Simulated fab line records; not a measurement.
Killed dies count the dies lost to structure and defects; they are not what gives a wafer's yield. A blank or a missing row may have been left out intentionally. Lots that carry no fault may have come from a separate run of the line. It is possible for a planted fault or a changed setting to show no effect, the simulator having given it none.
What tool caused it? / flow sky130 / 31 wafers from 11 lots sampled at 3 of the route's 708 steps

WHAT THE GAUGES READ, wafer by wafer
SKY_SD_N_CD_MEAS_07 targets a cd of 380 nm.
lot=L846; measured=day 28 05:05; on=cd_sem-01; cd_nm (nm)=381.7 378.6 380.2
lot=L848; measured=day 29 03:11; on=cd_sem-01; cd_nm (nm)=384.6 384.0 383.7
lot=L849; measured=day 29 09:33; on=cd_sem-01; cd_nm (nm)=381.9 381.5 381.7
lot=L850; measured=day 30 00:21; on=cd_sem-02; cd_nm (nm)=381.8 381.6 381.9
lot=L851; measured=day 29 23:28; on=cd_sem-02; cd_nm (nm)=384.1 381.4 380.6
lot=L858; measured=day 32 00:50; on=cd_sem-02; cd_nm (nm)=376.3 417.5
lot=L859; measured=day 32 18:39; on=cd_sem-02; cd_nm (nm)=377.3 416.4
lot=L861; measured=day 33 18:55; on=cd_sem-02; cd_nm (nm)=380.0 419.8 377.8
lot=L863; measured=day 34 02:49; on=cd_sem-01; cd_nm (nm)=381.9 382.2 381.3
lot=L867; measured=day 35 03:52; on=cd_sem-01; cd_nm (nm)=381.5 382.8 382.1
lot=L868; measured=day 35 09:25; on=cd_sem-01; cd_nm (nm)=373.6 374.4 377.3

EACH LOT AND THE TOOL THAT RAN IT (in order: tool; ch and the chambers of the sampled wafers; start)
lot=L846; SKY_DNWELL_STRIP_08=plasma_asher-02 ch 0,1, day 3 12:54; SKY_SD_N_COAT_02=litho_track-02 ch 0, day 27 14:53
lot=L848; SKY_DNWELL_STRIP_08=plasma_asher-01 ch 0,1, day 3 23:21; SKY_SD_N_COAT_02=litho_track-02 ch 0, day 28 12:17
lot=L849; SKY_DNWELL_STRIP_08=plasma_asher-02 ch 0,1, day 4 04:02; SKY_SD_N_COAT_02=litho_track-01 ch 0, day 28 19:33
lot=L850; SKY_DNWELL_STRIP_08=plasma_asher-02 ch 0,1, day 4 08:37; SKY_SD_N_COAT_02=litho_track-02 ch 0, day 29 09:38
lot=L851; SKY_DNWELL_STRIP_08=plasma_asher-04 ch 0,1, day 4 10:14; SKY_SD_N_COAT_02=litho_track-02 ch 0, day 29 08:46
lot=L858; SKY_DNWELL_STRIP_08=plasma_asher-04 ch 1, day 6 00:48; SKY_SD_N_COAT_02=litho_track-03 ch 0, day 31 12:10
lot=L859; SKY_DNWELL_STRIP_08=plasma_asher-01 ch 1, day 6 05:30; SKY_SD_N_COAT_02=litho_track-03 ch 0, day 32 04:04
lot=L861; SKY_DNWELL_STRIP_08=plasma_asher-02 ch 0,1, day 7 01:08; SKY_SD_N_COAT_02=litho_track-03 ch 0, day 33 04:31
lot=L863; SKY_DNWELL_STRIP_08=plasma_asher-01 ch 0, day 7 05:29; SKY_SD_N_COAT_02=litho_track-02 ch 0, day 33 14:04
lot=L867; SKY_DNWELL_STRIP_08=plasma_asher-02 ch 0,1, day 8 04:10; SKY_SD_N_COAT_02=litho_track-01 ch 0, day 34 14:02
lot=L868; SKY_DNWELL_STRIP_08=plasma_asher-01 ch 1, day 8 10:25; SKY_SD_N_COAT_02=litho_track-02 ch 0, day 34 21:01
- SKY_DNWELL_STRIP_08: strips in O2/N2.
- SKY_SD_N_COAT_02: resist thk 1140 nm.

THE ANSWER, worked out from the rows above alone
Rule: the lots themselves supply what counts as usual. Put in order of their means at a reading, lots are off if they are a third of the lots or fewer, leave a main group of 4 or more, and stand apart from it by a gap of 3 or more times the standard deviation of the main group's means; of several such gaps the widest counts. A main group is skipped when, at the precision printed for the reading in the tables above, its means are all equal. A lot without any number at a reading at which 4 lots or more have one is off too. All remaining lots with rows at the step are treated as sound.
Off, at SKY_SD_N_CD_MEAS_07 on cd_nm: L858, L859, L861. Mean 381.1 nm and standard deviation 2.5 in the main group.
If a tool, at a process step before that reading, ran all the lots that are off and no sound lot after the first of them, it fits. The gauges at SKY_SD_N_CD_MEAS_07 are tried like those tools. 2 tools fit, litho_track-03 at SKY_SD_N_COAT_02 and cd_sem-02 at SKY_SD_N_CD_MEAS_07, so this cannot tell which one it is.

WHAT THE SIMULATOR HAD PUT IN
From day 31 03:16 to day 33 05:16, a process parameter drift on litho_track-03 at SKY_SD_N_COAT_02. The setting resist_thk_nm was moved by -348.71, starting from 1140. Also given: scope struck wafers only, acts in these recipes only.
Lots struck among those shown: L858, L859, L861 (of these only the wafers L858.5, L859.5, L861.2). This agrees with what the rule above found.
